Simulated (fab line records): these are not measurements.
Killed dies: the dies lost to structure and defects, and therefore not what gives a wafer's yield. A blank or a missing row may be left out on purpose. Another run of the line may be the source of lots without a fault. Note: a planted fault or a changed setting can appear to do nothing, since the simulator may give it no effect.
Struck lot and sound lot, side by side -- flow gf180mcu -- 16 out of 602 route steps
Sound: these wafers, L751.3, L751.4, L751.5. Struck: wafer L757.2 (left out: L757.5, L757.6 of the same lot, which were not struck); the cause appears at the end.
Order at every step that has rows: each side's tool, ch and its chambers, its first start. Under that, the readings that differ: sound wafers -- struck wafers -- difference of the means -- sigmas: that difference in standard deviations of wafers without a fault.
alike: readings with means less than 2 such deviations apart, plus words and numbers identical on both sides. not compared: withheld readings, readings lacking a value on some wafer, bounds such as >300 that could conceal the same value, and numbers that have no deviation in the record and whose values overlap.
Wherever a step has rows on one side only, a row that says differs or no value, or a row with sigmas, the two part there. When numbers do not overlap yet have no deviation, they are printed without sigmas and do not part them. Lack of a reading on every wafer of one side parts them only where that side has two or more wafers.

first, 6 steps without rows for these wafers: GF_M4_HMDS_08 (prime time 60 s); GF_M4_COAT_09 (resist thk 1000 nm); GF_M4_SOFTBAKE_10 (time 60 s); GF_M4_EXPOSE_11 (exposes mask Metal4, target cd 280 nm); GF_M4_PEB_12 (peb time 90 s); GF_M4_DEVELOP_13 (develop time 60 s).
GF_M4_CD_MEAS_14 targets a cd of 280 nm.
  sound on cdSem-01, day 26 06:32; struck on cdSem-02, day 28 04:55
reading,sound,struck,difference,sigmas
cdNm (nm),283.5 282.1 282.6,279.7,-3.0,-3
GF_M4_OVL_MEAS_15:
  sound on overlay-01, day 26 06:37; struck on overlay-01, day 28 05:01
  alike: M4_OVL
GF_M4_METAL_ETCH_16: etches the open film in Cl2/BCl3, stops on SiO2, target depth 627.5 nm, time 104.6 s.
  sound on rieMetal-03 ch 0,1, day 26 06:41; struck on rieMetal-03 ch 0, day 28 05:02
reading,sound,struck,difference,sigmas
rfHoursCounterH (h),- - -,4,no value on the sound wafers,
  alike: bcl3FlowSccm, drypumpMotorCurrentA, oesProductAu, throttleValvePct
GF_M4_STRIP_17: strips in O2/N2.
  sound on plasmaAsher-02 ch 0,1, day 26 06:47; struck on plasmaAsher-03 ch 1, day 28 05:09
reading,sound,struck,difference,sigmas
drypumpMotorCurrentA (A),6.6 5.7 6.6,5.2,-1.1,-2
rfHoursCounterH (h),- - -,54,no value on the sound wafers,
  alike: heaterPowerW, oesProductAu, stripTimeToEndpointS
then, 2 steps without rows for these wafers: GF_M4_STRIP_18 (strips in post etch residue remover, time 1200 s); GF_M4_CLEAN_19 (cleans in DIW).
GF_V4_CVD_00: deposits SiO2, target thk 600 nm, time 100 s.
  sound on hdpcvd-02 ch 0,2, day 26 07:19; struck on hdpcvd-02 ch 0, day 28 05:42
reading,sound,struck,difference,sigmas
sih4FlowSccm (sccm),59.92 60.09 59.85,90.20,+30.25,+99 or more
model.SiO2_of_V4_CVD_00.thkNm (nm),594.5 586.8 590.9,900.5,+309.8,
GF_V4_THK_MEAS_01:
  sound on filmMetro-04, day 26 07:25; struck on filmMetro-01, day 28 05:47
reading,sound,struck,difference,sigmas
V4_CVD_00_THK (nm),594 587 591,901,+310,+45
GF_V4_CVD_02: deposits SiO2 from TEOS, target thk 850 nm, time 94.851 s.
  sound on pecvd-03 ch 0,2, day 26 07:27; struck on pecvd-01 ch 0, day 28 05:50
  alike: heaterPowerW
GF_PASSIVATION_PROBE_99:
  the record holds rows for the sound wafers here (prober-02, day 31 12:59) but none for the struck ones

## WHERE THEY PART
At GF_M4_CD_MEAS_14 first; at GF_PASSIVATION_PROBE_99 last (within this record only).

WHY: what had been put in by the simulator
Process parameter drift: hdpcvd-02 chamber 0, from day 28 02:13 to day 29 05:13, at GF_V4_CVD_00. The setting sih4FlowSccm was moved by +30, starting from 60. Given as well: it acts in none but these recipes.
